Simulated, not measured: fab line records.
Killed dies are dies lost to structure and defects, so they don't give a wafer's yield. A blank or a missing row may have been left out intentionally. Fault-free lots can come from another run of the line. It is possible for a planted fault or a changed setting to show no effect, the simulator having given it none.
Chamber matching	flow gf180mcu	GF_V1_CMP_04 on cmp-01 has 4 sister chambers
The step polishes SiO2. 7 wafers are shown with their chamber, then 10 later ones without.

## EACH WAFER AND ITS CHAMBER
wafer	chamber	motor_current_A (A)	slurry_filter_dp_kPa (kPa)
L473.2	3	12.9	13.47
L474.6	3	13.0	13.42
L476.3	0	10.5	13.52
L478.3	2	13.4	13.47
L478.6	1	11.6	13.36
L479.3	1	12.0	13.72
L479.4	2	12.9	13.72

## WAFERS MISSING THEIR CHAMBER
wafer	motor_current_A (A)	slurry_filter_dp_kPa (kPa)
L479.6	12.9	13.52
L480.3	11.6	13.27
L480.4	10.4	13.69
L480.6	12.5	13.62
L482.1	12.7	13.57
L482.3	11.2	13.35
L482.4	11.8	13.36
L484.1	13.0	13.59
L484.3	11.0	13.32
L484.5	10.6	13.31

## THE CHAMBER EACH PASSED THROUGH
wafer	from the rows above	in truth
L479.6	can't be placed: 3 or 2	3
L480.3	1	1
L480.4	0	0
L480.6	can't be placed: 3 or 2 or 1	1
L482.1	can't be placed: 3 or 2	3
L482.3	can't be placed: 1 or 0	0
L482.4	1	1
L484.1	can't be placed: 2 or 3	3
L484.3	can't be placed: 0 or 1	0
L484.5	0	0
Correct placement for 4 of the 10. From these rows, 6 cannot be placed; in 6 the true chamber is one of the candidates. Wrongly placed: 0.
How it was worked out, from the rows above alone: a wafer's distance from a chamber is the root of the sum, over the readings, of the square of ((its reading less the chamber's mean) divided by the reading's scatter). If the next closest chamber is less than 2 further off than the closest, the wafer can't be placed; otherwise it belongs to the closest. Each chamber's mean is taken over the wafers shown for it. The scatter: the root of (the sum of the squares of (reading less its chamber's mean) over the shown wafers, divided by (wafers less chambers)).
